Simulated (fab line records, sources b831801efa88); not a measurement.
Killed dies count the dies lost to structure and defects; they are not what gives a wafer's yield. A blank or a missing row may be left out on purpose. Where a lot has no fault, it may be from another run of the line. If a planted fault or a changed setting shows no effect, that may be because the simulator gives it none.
Comparing a struck lot with a sound one	flow gf180mcu	16 steps out of a route of 602
Sound: these wafers, L556.1, L556.2, L556.5. Wafers struck: L553.1, L553.5. The cause is given at the end.
For every step that has rows: the tool of each side, followed by ch and its chambers, followed by its first start. Under that, the readings that differ: sound wafers	struck wafers	difference of the means	sigmas: that difference in standard deviations of wafers without a fault.
alike: a reading whose means differ by less than 2 such deviations, as well as words and numbers matching on both sides. not compared: withheld readings; readings where some wafer has no value; bounds like >300 that might hide an equal value; numbers whose values overlap and for which the record gives no deviation.
The two part at a step that has a row with sigmas, a row that says differs or no value, or rows on one side only. Numbers that don't overlap but have no deviation are shown without sigmas and don't part them. A reading missing from all wafers of one side parts the sides only when that side holds two or more wafers.

first, 4 steps without rows for these wafers: GF_TOP_METAL_SOFTBAKE_10 (time 60 s); GF_TOP_METAL_EXPOSE_11 (exposes mask MetalTop, target cd 440 nm); GF_TOP_METAL_PEB_12; GF_TOP_METAL_DEVELOP_13 (develop time 60 s).
GF_TOP_METAL_CD_MEAS_14: the cd target is 440 nm.
  struck on cdSem-02, day 30 02:52; sound on cdSem-01, day 30 22:42
  alike: cdNm
GF_TOP_METAL_OVL_MEAS_15:
  struck on overlay-02, day 30 02:59; sound on overlay-02, day 30 22:49
  alike: TOP_METAL_OVL
GF_TOP_METAL_METAL_ETCH_16: etches the open film in Cl2/BCl3, stops on SiO2, target depth 1197 nm, time 199.5 s.
  sound on rieMetal-03 ch 0,1, day 30 22:52; struck on rieMetal-03 ch 1, day 30 03:02
  alike: bcl3FlowSccm, drypumpMotorCurrentA, oesProductAu, throttleValvePct
  not compared: rfHoursCounterH
GF_TOP_METAL_STRIP_17: strips in O2/N2.
  sound on plasmaAsher-02 ch 0,1, day 30 23:03; struck on plasmaAsher-02 ch 1, day 30 03:13
  alike: drypumpMotorCurrentA, heaterPowerW, oesProductAu, stripTimeToEndpointS
  not compared: rfHoursCounterH
then, 2 steps without rows for these wafers: GF_TOP_METAL_STRIP_18 (strips in post etch residue remover, time 1200 s); GF_TOP_METAL_CLEAN_19 (cleans in DIW).
GF_PASSIVATION_CVD_00: deposits SiO2 from TEOS, target thk 1000 nm, time 111.95 s.
  sound on pecvd-01 ch 1,2, day 31 00:04; struck on pecvd-02 ch 0,1, day 30 03:45
  alike: heaterPowerOuterW, heaterPowerW
GF_PASSIVATION_THK_MEAS_01:
  struck on filmMetro-02, day 30 03:50; sound on filmMetro-03, day 31 00:09
  alike: PASSIVATION_CVD_00_THK
GF_PASSIVATION_CVD_02: deposits Si3N4, target thk 700 nm, time 486.18 s.
  sound on pecvd-02 ch 0,2, day 31 00:13; struck on pecvd-03 ch 1, day 30 03:53
reading	sound	struck	difference	sigmas
model.Si3N4_of_PASSIVATION_CVD_02.thkNm (nm)	678.4 693.9 703.2	1206 1223	+523	
  alike: heaterPowerOuterW, heaterPowerW
GF_PASSIVATION_THK_MEAS_03:
  struck on filmMetro-02, day 30 04:11; sound on filmMetro-01, day 31 00:30
reading	sound	struck	difference	sigmas
PASSIVATION_CVD_02_THK (nm)	679 694 703	1206 1224	+523	+54
then, 1 step without rows for these wafers: GF_PASSIVATION_DEHYDRATE_04 (time 60 s).
GF_PASSIVATION_PROBE_99:
  only the struck wafers here have rows in the record (prober-02, day 31 00:19); the sound ones have none

== WHERE THEY PART ==
Earliest at GF_PASSIVATION_THK_MEAS_03; latest, in this record, at GF_PASSIVATION_PROBE_99.

WHY: what had been put in by the simulator
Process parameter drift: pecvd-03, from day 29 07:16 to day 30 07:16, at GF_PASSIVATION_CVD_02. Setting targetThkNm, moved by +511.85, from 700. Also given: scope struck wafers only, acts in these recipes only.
